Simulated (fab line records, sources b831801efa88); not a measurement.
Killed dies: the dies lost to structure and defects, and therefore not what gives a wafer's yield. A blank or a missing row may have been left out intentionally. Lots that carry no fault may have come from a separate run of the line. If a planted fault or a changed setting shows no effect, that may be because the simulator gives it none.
fab line records    flow sky130
record: lots: 5  wafers: 15  last_day: 50
route steps=708 shown GATE_OXIDE@188 PAD_OPEN@708
lots untouched by any fault: they come from a run of this same line in which no faults occurred
start_h: hours from the record's first day to the start of the lot's first wafer shown    wait_h: hours from the lot's prior step to this one    " unchanged from the row above    L1.1+2: several wafers, shown together as one row    - no value present, or no start provided    * or withheld: withheld    < > ~ a bound
route shown NAME@n: NAME is a module with steps in the file, n the number in the route of the first one    usual: average and standard deviation across the fault-free wafers    same: alike in all rows    chamber/n: place in a boat    sites: each site's reading    _std_site: how widely they spread, as a standard deviation    _edge_site: outer sites' mean less inner sites'    radius_mm: for every site, how far away it sits from the centre of the wafer    mask NAME#n: copy n    behind: tool/chamber where the wafer was last shaped    hold: the reason the lot was held/the length of the hold in hours/how it ended    device: the n, p or np transistor that did not switch    end of line: tests run on the same wafers once the route is complete    a step given without rows: its recipe and nothing more    killed: at the first sort, the dies lost to defects and structure; wafer yield is something else    map: per-die view of a wafer (x killed, . not killed, _ where there is no die)
set.NAME: the setting the step ran with; set.NAME@STEP: the setting that earlier step ran with    model.NAME: the simulator's own value behind a step, which no gauge read
certain route steps with their lots: each step a table, each wafer a row
services: when a tool's chamber went out of use (start_h, in hours from the record's first day, below 0 if earlier), for how many hours, and the reason
== steps ==
step: SKY_GATE_OXIDE_OXIDATION_01
recipe: temp_c: 900  ambient: O2  stabilise_s: 600  purge_s: 300  target_thk_a: 102.68  ox_time_s: 1473
step: SKY_GATE_OXIDE_THK_MEAS_02
recipe: reads: SiO2_of_GATE_OXIDE_OXIDATION_01
usual: GATE_OXIDE_OXIDATION_00_THK: 10.22/0.23
lot.wafer  tool           chamber  start_h  wait_h  GATE_OXIDE_OXIDATION_00_THK[nm]
L226.1     film_metro-01  -        317.87   0.0     10.03
L226.3     "              -        "        "       10.17
L226.5     "              -        "        "       10.07
L230.3     film_metro-02  -        334.31   0.0     10.46
L230.4     "              -        "        "       10.71
L230.5     "              -        "        "       10.70
L234.2     film_metro-01  -        378.37   0.1     10.14
L234.3     "              -        "        "       10.12
L234.4     "              -        "        "       10.02
L236.1     film_metro-01  -        395.37   0.0     10.41
L236.2     "              -        "        "       10.32
L236.5     "              -        "        "       10.30
L244.1     film_metro-01  -        457.59   0.0     10.05
L244.2     "              -        "        "       10.04
L244.4     "              -        "        "       10.18
step: SKY_GATE_OXIDE_DEHYDRATE_03
recipe: temp_c: 200  time_s: 60
step: SKY_GATE_OXIDE_HMDS_04
recipe: prime_time_s: 60  prime_temp_c: 120
step: SKY_GATE_OXIDE_COAT_05
recipe: resist: NOVOLAK  spin_rpm: 3000  resist_thk_nm: 1140
step: SKY_GATE_OXIDE_SOFTBAKE_06
recipe: temp_c: 90  time_s: 60  resist: NOVOLAK
step: SKY_GATE_OXIDE_EXPOSE_07
recipe: mask_id: LVOM  na: 0.6  source_shape: conventional  sigma_outer: 0.6  polarization: unpolarized  target_cd_nm: 600  dose_mj: 168.2
step: SKY_GATE_OXIDE_PEB_08
recipe: temp_c: withheld  time_s: *  resist: NOVOLAK
step: SKY_GATE_OXIDE_DEVELOP_09
recipe: resist: NOVOLAK  developer: TMAH  develop_time_s: 60  dev_temp_c: 23
step: SKY_GATE_OXIDE_OVL_MEAS_10
usual: GATE_OXIDE_OVL: 0.5/1.4
lot.wafer  tool        chamber  start_h  wait_h  GATE_OXIDE_OVL[nm]
L226.1     overlay-02  -        343.97   0.1     2.3
L226.3     "           -        "        "       -0.5
L226.5     "           -        "        "       0.7
L230.3     overlay-02  -        360.79   0.1     0.4
L230.4     "           -        "        "       -1.1
L230.5     "           -        "        "       0.2
L234.2     overlay-01  -        406.87   0.1     -0.2
L234.3     "           -        "        "       -0.5
L234.4     "           -        "        "       -0.9
L236.1     overlay-02  -        423.71   0.1     0.2
L236.2     "           -        "        "       -0.3
L236.5     "           -        "        "       0.8
L244.1     overlay-02  -        487.96   0.1     -0.1
L244.2     "           -        "        "       3.0
L244.4     "           -        "        "       -0.5
step: SKY_GATE_OXIDE_IMPLANT_11
recipe: species: B  energy_kev: 10  dose_cm2: 2.6e+12  tilt_deg: withheld
step: SKY_GATE_OXIDE_WET_ETCH_12
recipe: chemistry: dHF  target_depth_nm: 16.8  dry: n2_spin  target: SiO2  dilution: 100:1  temp_c: 25  time_s: 336
step: SKY_GATE_OXIDE_STRIP_13
recipe: chemistry: O2/N2  power_w: 1400  pressure_mtorr: 1500  platen_temp_c: withheld  o2_flow_sccm: 3000  n2_flow_sccm: 300  overash_fraction: 0.5
usual: drypump_motor_current_A: 5.74/0.25  oes_product_au: 0.716/0.004  strip_time_to_endpoint_s: 14.16/0.039
lot.wafer  tool             chamber  start_h  wait_h  drypump_motor_current_A  oes_product_au  rf_hours_counter_h  strip_time_to_endpoint_s  model.NOVOLAK_of_GATE_OXIDE_COAT_05.thk_nm
L226.1     plasma_asher-03  0        344.26   0.0     6.01                     0.711           20                  14.14                     0
L226.3     "                0        "        "       5.98                     0.723           -                   14.18                     0
L226.5     "                0        "        "       6.05                     0.714           -                   14.13                     0
L230.3     plasma_asher-01  1        361.10   0.0     5.68                     0.714           -                   14.14                     0
L230.4     "                0        "        "       5.87                     0.729           -                   14.13                     0
L230.5     "                0        "        "       5.86                     0.719           -                   14.14                     0
L234.2     plasma_asher-01  0        407.16   0.0     5.84                     0.716           70                  14.15                     0
L234.3     "                1        "        "       5.68                     0.712           -                   14.10                     0
L234.4     "                0        "        "       5.84                     0.711           -                   14.15                     0
L236.1     plasma_asher-04  0        424.00   0.0     5.58                     0.716           74                  14.18                     0
L236.2     "                1        "        "       5.99                     0.717           74                  14.19                     0
L236.5     "                0        "        "       5.60                     0.716           -                   14.16                     0
L244.1     plasma_asher-01  1        488.26   0.0     5.70                     0.900           6                   -                         777.3
L244.2     "                0        "        "       5.81                     0.910           6                   -                         778.3
L244.4     "                1        "        "       5.73                     0.892           -                   -                         777.8
step: SKY_GATE_OXIDE_TW_MEAS_14
usual: GATE_OXIDE_TW: 222.0/1.6
lot.wafer  tool           chamber  start_h  wait_h  GATE_OXIDE_TW
L226.1     film_metro-01  -        344.36   0.1     223.6
L226.3     "              -        "        "       224.2
L226.5     "              -        "        "       223.0
L230.3     film_metro-01  -        361.19   0.1     225.2
L230.4     "              -        "        "       224.5
L230.5     "              -        "        "       224.2
L234.2     film_metro-04  -        407.27   0.1     221.0
L234.3     "              -        "        "       221.8
L234.4     "              -        "        "       221.6
L236.1     film_metro-02  -        424.10   0.1     223.6
L236.2     "              -        "        "       222.4
L236.5     "              -        "        "       222.3
L244.1     film_metro-02  -        488.36   0.1     220.2
L244.2     "              -        "        "       220.2
L244.4     "              -        "        "       221.5
step: SKY_PAD_OPEN_PROBE_99
usual: killed_at_M0_to_M3: 42/6.6  killed_at_M4_up: 3.0/1.7  killed_at_contacts: 24/5.3  killed_at_front_end: 15/4.5  killed_at_other: 0.2/0.49  killed_dies: 83/9  killed_on_rim: 16/4  killed_open: 45/6.9  killed_short: 38/5.8
same: gross_dies: 492  killed_at_back_side: 0
lot.wafer  tool       chamber  start_h  wait_h  killed_at_M0_to_M3  killed_at_M4_up  killed_at_contacts  killed_at_front_end  killed_at_other  killed_dies  killed_on_rim  killed_open  killed_short
L230.3     prober-01  -        1117.86  0.2     52                  4                23                  20                   0                99           16             49           47
L230.4     prober-01  -        1117.91  0.2     49                  1                23                  8                    0                81           25             46           35
L230.5     prober-01  -        1117.96  0.2     39                  3                29                  13                   1                85           13             44           41
L234.2     prober-02  -        1151.66  0.1     53                  2                18                  21                   0                94           19             47           47
L234.3     prober-02  -        1151.71  0.2     50                  7                20                  11                   0                88           14             54           34
L234.4     prober-02  -        1151.76  0.2     54                  1                19                  17                   0                91           19             57           34
L236.1     prober-02  -        1156.50  0.1     44                  4                12                  9                    1                70           9              36           34
L236.2     prober-02  -        1156.55  0.1     38                  2                17                  15                   0                72           13             38           34
L236.5     prober-02  -        1156.70  0.2     34                  5                20                  15                   0                74           14             36           38
L244.1     prober-01  -        1194.13  0.1     37                  3                21                  430                  1                492          96             46           27
L244.2     prober-01  -        1194.18  0.1     48                  1                17                  426                  0                492          96             33           42
L244.4     prober-01  -        1194.28  0.2     41                  3                25                  422                  1                492          96             39           45
killed by level:class
L230.3 METAL1:geometric_particle:short=9 VIA1:geometric_particle:open=9 CONTACT:geometric_particle:open=7 LI_CONTACT:geometric_particle:open=7 FIELD_ISO:geometric_particle:open=6 VIA1:geometric_particle:short=6 VIA2:geometric_particle:open=6 METAL2:geometric_particle:short=5
L230.4 VIA1:geometric_particle:open=15 VIA2:geometric_particle:open=9 CONTACT:geometric_particle:open=8 CONTACT:geometric_particle:short=6 METAL1:geometric_particle:short=6 POLY_GATE:geometric_particle:short=5 LOCAL_INTERCONNECT:geometric_particle:short=5 LI_CONTACT:geometric_particle:open=4
L230.5 LI_CONTACT:geometric_particle:open=10 CONTACT:geometric_particle:open=9 METAL2:geometric_particle:short=9 VIA1:geometric_particle:open=7 VIA2:geometric_particle:open=5 VIA3:geometric_particle:open=5 CONTACT:geometric_particle:short=4 VIA1:geometric_particle:short=4
L234.2 VIA1:geometric_particle:open=11 FIELD_ISO:geometric_particle:short=9 CONTACT:geometric_particle:open=9 METAL1:geometric_particle:short=9 VIA2:geometric_particle:open=7 VIA3:geometric_particle:open=7 POLY_GATE:geometric_particle:short=6 POLY_GATE:geometric_particle:open=4
L234.3 VIA1:geometric_particle:open=12 VIA3:geometric_particle:open=10 CONTACT:geometric_particle:open=7 VIA2:geometric_particle:open=7 VIA1:geometric_particle:short=5 POLY_GATE:geometric_particle:open=4 LOCAL_INTERCONNECT:geometric_particle:short=4 CONTACT:geometric_particle:short=4
L234.4 VIA1:geometric_particle:open=17 CONTACT:geometric_particle:open=10 VIA2:geometric_particle:open=6 FIELD_ISO:geometric_particle:open=5 POLY_GATE:geometric_particle:short=5 METAL2:geometric_particle:short=5 VIA3:geometric_particle:open=4 CONTACT:geometric_particle:short=4
L236.1 VIA1:geometric_particle:open=9 VIA3:geometric_particle:open=8 METAL2:geometric_particle:short=7 CONTACT:geometric_particle:open=4 METAL4:geometric_particle:short=4 VIA2:geometric_particle:open=4 VIA2:geometric_particle:short=4 VIA3:geometric_particle:short=4
L236.2 VIA1:geometric_particle:open=10 METAL2:geometric_particle:short=6 LI_CONTACT:geometric_particle:open=5 VIA1:geometric_particle:short=5 LI_CONTACT:geometric_particle:short=4 CONTACT:geometric_particle:short=4 VIA2:geometric_particle:open=4 VIA3:geometric_particle:open=4
L236.5 VIA1:geometric_particle:open=7 LOCAL_INTERCONNECT:geometric_particle:short=7 VIA2:geometric_particle:open=5 VIA2:geometric_particle:short=5 FIELD_ISO:geometric_particle:short=4 FIELD_ISO:geometric_particle:open=4 LI_CONTACT:geometric_particle:open=4 LI_CONTACT:geometric_particle:short=4
L244.1 GATE_OXIDE:area_oxidation=418 VIA1:geometric_particle:open=10 CONTACT:geometric_particle:open=8 LI_CONTACT:geometric_particle:open=7 VIA3:geometric_particle:open=5 POLY_GATE:geometric_particle:open=4 VIA2:geometric_particle:open=4 VIA3:geometric_particle:short=4
L244.2 GATE_OXIDE:area_oxidation=417 VIA1:geometric_particle:open=11 CONTACT:geometric_particle:open=7 METAL1:geometric_particle:short=7 VIA3:geometric_particle:short=6 VIA1:geometric_particle:short=6 VIA2:geometric_particle:open=5 METAL2:geometric_particle:short=5
L244.4 GATE_OXIDE:area_oxidation=408 VIA1:geometric_particle:open=10 VIA3:geometric_particle:open=8 LI_CONTACT:geometric_particle:open=5 LOCAL_INTERCONNECT:geometric_particle:short=5 CONTACT:geometric_particle:open=5 CONTACT:geometric_particle:short=5 METAL1:geometric_particle:short=5
map L244.1 (x killed, . not)
__________xxxxxxxxxx_________
________xxxxxxxxxxxxxx_______
______xxxxxxxxxxxxxxxxxx_____
_____xxxxxxxxxxxxxxxxxxxx____
____xxxxxxxxxxxxxxxxxxxxxx___
___xxxxxxxxxxxxxxxxxxxxxxxx__
__xxxxxxxxxxxxxxxxxxxxxxxxxx_
_xxxxxxxxxxxxxxxxxxxxxxxxxxxx
_xxxxxxxxxxxxxxxxxxxxxxxxxxxx
_xxxxxxxxxxxxxxxxxxxxxxxxxxxx
_xxxxxxxxxxxxxxxxxxxxxxxxxxxx
_xxxxxxxxxxxxxxxxxxxxxxxxxxxx
_xxxxxxxxxxxxxxxxxxxxxxxxxxxx
_xxxxxxxxxxxxxxxxxxxxxxxxxxxx
_xxxxxxxxxxxxxxxxxxxxxxxxxxxx
__xxxxxxxxxxxxxxxxxxxxxxxxxx_
___xxxxxxxxxxxxxxxxxxxxxxxx__
____xxxxxxxxxxxxxxxxxxxxxx___
_____xxxxxxxxxxxxxxxxxxxx____
______xxxxxxxxxxxxxxxxxx_____
________xxxxxxxxxxxxxx_______
__________xxxxxxxxxx_________
map L230.3 (x killed, . not)
__________xx........_________
________.............._______
______x....x.....x.....x_____
_____..x.x..........xx...____
____....x.x.....x.x...xx..___
___x.x...........x.........__
__....x.xx.x...xx.x..x.x.x.._
_...xx....xx...xx.x.x....x.x.
_..x......x.............x..x.
_...xx...x......x....x....x..
_x.x....x..x.........xx......
_............x........x......
_.x.......x.xx.....x...x....x
_...x......x..x...x...xx.....
_...xx..x.....x.x............
__............x..x.........._
___x.x.....x.......x.......__
____.x..x.xx.xx...........___
_____.....x.x..x.....x.x.____
______.x.x.....x........_____
________xx.........x.._______
__________.x........_________
== services ==
tool             chamber  start_h  hours  kind
plasma_asher-04  -        371.99   1.5    repair
plasma_asher-01  -        421.25   9.0    pm
plasma_asher-01  0        421.25   9.0    vent_cycle
plasma_asher-01  1        421.25   9.0    vent_cycle
plasma_asher-04  -        421.81   2.0    repair
plasma_asher-01  0        430.25   -      clean
plasma_asher-01  1        430.25   -      clean
== key ==
first_sign: step: SKY_GATE_OXIDE_STRIP_13  reading: oes_product_au  direction: up  sigmas: 46  usual: 0.716  struck: 0.901
effect: step: SKY_PAD_OPEN_PROBE_99  reading: killed_at_front_end  direction: up  sigmas: 91  usual: 15  struck: 426
model_effect: step: SKY_GATE_OXIDE_STRIP_13  value: NOVOLAK_of_GATE_OXIDE_COAT_05.thk_nm  without: 0  struck: 777.8
more_kills_born_at: SKY_GATE_OXIDE_OXIDATION_16@furnace-02: 1243
met_at SKY_GATE_OXIDE_STRIP_13
struck_wafers L244.1,L244.2,L244.4
later_rows_left_out L244.1,L244.2,L244.4
tester_left_out L244
onset_between 407.16 488.26
fault: kind: strip_aborted  tool: plasma_asher-01  chamber: -  onset_h: 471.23  steps: SKY_GATE_OXIDE_STRIP_13  offset: 0.90543  end_h: 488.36
tester_left_out: of these lots the tester's yield and bins aren't shown, on N5 and GAA mostly nor the transistor test; their killed dies are dies lost to structure and defects alone, not to doping, threshold or leakage, so they don't give the yield
later_rows_left_out: the simulator's readings of these wafers behind a module that went badly wrong aren't trusted and aren't shown, but for the sort
